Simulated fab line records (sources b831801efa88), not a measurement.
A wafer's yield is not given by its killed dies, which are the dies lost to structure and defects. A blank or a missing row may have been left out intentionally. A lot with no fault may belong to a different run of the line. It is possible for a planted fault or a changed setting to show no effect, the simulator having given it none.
Which tool was responsible? ; flow gf180mcu ; 36 wafers from 12 lots sampled at 5 of the route's 602 steps

## WHAT THE GAUGES READ, wafer by wafer
GF_V1_RS_MEAS_24: measurement is done with a four-point probe.
lot;measured;on;V1_W_RS (ohm/sq)
L677;day 18 03:14;film_metro-04;0.332 0.332 0.325
L678;day 18 13:31;film_metro-03;0.320 0.324 0.324
L681;day 19 17:34;film_metro-03;0.323 0.331 0.329
L684;day 20 10:26;film_metro-03;0.328 0.323 0.329
L686;day 21 07:44;film_metro-03;0.327 0.326 0.323
L687;day 21 22:02;film_metro-03;0.330 0.331 0.330
L688;day 22 00:31;film_metro-03;0.330 0.329 0.331
L689;day 22 14:13;film_metro-04;0.330 0.331 0.326
L690;day 22 20:56;film_metro-03;0.333 0.328 0.331
L691;day 23 04:26;film_metro-01;0.331 0.335 0.326
L698;day 25 15:03;film_metro-04;0.332 0.327 0.336
L699;day 26 02:16;film_metro-01;0.318 0.323 0.318

GF_M4_CD_MEAS_14: the cd target is 280 nm.
lot;measured;on;cd_nm (nm)
L677;day 23 09:44;cd_sem-01;279.1 279.0 278.9
L678;day 23 17:49;cd_sem-01;279.3 278.9 279.8
L681;day 24 20:41;cd_sem-01;283.6 282.0 281.5
L684;day 25 09:51;cd_sem-01;276.5 277.7 277.3
L686;day 26 07:09;cd_sem-02;278.7 278.8 278.1
L687;day 26 18:47;cd_sem-01;280.4 280.1 280.8
L688;day 27 02:11;cd_sem-02;280.0 279.6 279.2
L689;day 27 10:23;cd_sem-02;281.6 281.2 281.2
L690;day 27 14:44;cd_sem-01;278.5 267.3 278.6
L691;day 28 00:23;cd_sem-02;268.5 280.1 268.5
L698;day 30 02:37;cd_sem-02;280.5 279.7 279.9
L699;day 30 09:38;cd_sem-02;279.2 279.9 279.9

GF_V5_CD_MEAS_14: the cd target is 260 nm.
lot;measured;on;cd_nm (nm)
L677;day 27 05:16;cd_sem-02;260.5 260.1 260.2
L678;day 27 10:46;cd_sem-01;258.3 258.5 260.4
L681;day 28 12:14;cd_sem-02;261.5 261.3 259.6
L684;day 29 01:40;cd_sem-02;259.2 259.8 259.7
L686;day 29 20:45;cd_sem-01;259.3 261.0 261.2
L687;day 30 05:47;cd_sem-02;258.8 259.4 258.7
L688;day 30 15:56;cd_sem-02;260.3 258.7 260.8
L689;day 30 19:59;cd_sem-01;261.2 261.2 261.3
L690;day 30 22:47;cd_sem-01;259.9 260.5 258.8
L691;day 31 11:15;cd_sem-02;260.1 258.8 259.3
L698;day 33 04:04;cd_sem-01;258.6 258.8 258.8
L699;day 33 09:56;cd_sem-02;257.3 259.3 259.4

## TOOL THAT RAN EACH LOT (tool first, then ch and the chambers of the sampled wafers, then the start)
lot;GF_M3_SPUTTER_02;GF_M4_EXPOSE_11
L677;pvd_sputter-02, day 20 07:49;krf_scanner-01 ch 0, day 22 22:51
L678;pvd_sputter-01, day 20 17:23;krf_scanner-01 ch 0, day 23 07:26
L681;pvd_sputter-01, day 21 21:58;krf_scanner-02 ch 0, day 24 10:16
L684;pvd_sputter-01, day 22 13:02;krf_scanner-01 ch 0, day 24 23:39
L686;pvd_sputter-04, day 23 10:16;krf_scanner-01 ch 0, day 25 20:47
L687;pvd_sputter-01, day 23 23:36;krf_scanner-01 ch 0, day 26 08:20
L688;pvd_sputter-04, day 24 07:54;krf_scanner-01 ch 0, day 26 15:26
L689;pvd_sputter-02, day 24 15:47;krf_scanner-02 ch 0, day 27 00:16
L690;pvd_sputter-01, day 24 20:38;krf_scanner-01 ch 0, day 27 04:48
L691;pvd_sputter-01, day 25 06:40;krf_scanner-01 ch 0, day 27 14:02
L698;pvd_sputter-01, day 27 12:52;krf_scanner-02 ch 0, day 29 17:32
L699;pvd_sputter-04, day 27 21:10;krf_scanner-02 ch 0, day 30 00:53
- GF_M3_SPUTTER_02: material AlCu, target thk 450 nm, time 23.9 s.
- GF_M4_EXPOSE_11: exposes mask Metal4, target cd 280 nm.

## WHAT THE TOOLS THEMSELVES READ (means of the sampled wafers that have a number; where no wafer has one, the mark that the record gives instead)
GF_M3_SPUTTER_02.
lot;tool;throttle_valve_pct (%)
L677;pvd_sputter-02;29.3
L678;pvd_sputter-01;30.6
L681;pvd_sputter-01;30.0
L684;pvd_sputter-01;30.9
L686;pvd_sputter-04;29.8
L687;pvd_sputter-01;30.8
L688;pvd_sputter-04;30.4
L689;pvd_sputter-02;29.5
L690;pvd_sputter-01;30.0
L691;pvd_sputter-01;31.1
L698;pvd_sputter-01;30.5
L699;pvd_sputter-04;29.8

GF_M4_EXPOSE_11.
lot;tool;exposure_dose_mJ_cm2;reticle_temp_C (C);stage_vel_mm_s (mm/s)
L677;krf_scanner-01;27.982;22.80;500.01
L678;krf_scanner-01;27.951;23.03;500.04
L681;krf_scanner-02;27.972;22.97;499.98
L684;krf_scanner-01;27.958;23.01;499.98
L686;krf_scanner-01;27.971;22.93;499.75
L687;krf_scanner-01;27.968;22.94;500.36
L688;krf_scanner-01;27.948;23.01;499.82
L689;krf_scanner-02;27.930;22.92;500.02
L690;krf_scanner-01;27.980;22.95;500.06
L691;krf_scanner-01;27.945;23.03;500.16
L698;krf_scanner-02;27.919;23.06;499.60
L699;krf_scanner-02;27.924;23.10;499.97

## THE ANSWER, worked out from the rows above alone
Rule: the usual values come from the lots themselves. The widest of any qualifying gaps counts: lots, ordered by their means at a reading, are off when they make up no more than a third of the lots, leave a main group of 4 or more, and stand apart from it by 3 or more times the standard deviation of that group's means. The tables above print the reading to a certain number of digits; a main group whose means all agree to those digits is not used. Also off: a lot with no number at a reading for which 4 or more lots have one. The other lots that the step has rows for count as sound. After the gauges, taken in route order, come the tools' own readings; for these a lot's mean is taken, as printed above. At the first step where some lot is off, the reading lying furthest off is the one used; lots without a number count as furthest.
None of the lots is off at any reading shown; this tells nothing.

## WHAT HAD BEEN PUT IN BY THE SIMULATOR
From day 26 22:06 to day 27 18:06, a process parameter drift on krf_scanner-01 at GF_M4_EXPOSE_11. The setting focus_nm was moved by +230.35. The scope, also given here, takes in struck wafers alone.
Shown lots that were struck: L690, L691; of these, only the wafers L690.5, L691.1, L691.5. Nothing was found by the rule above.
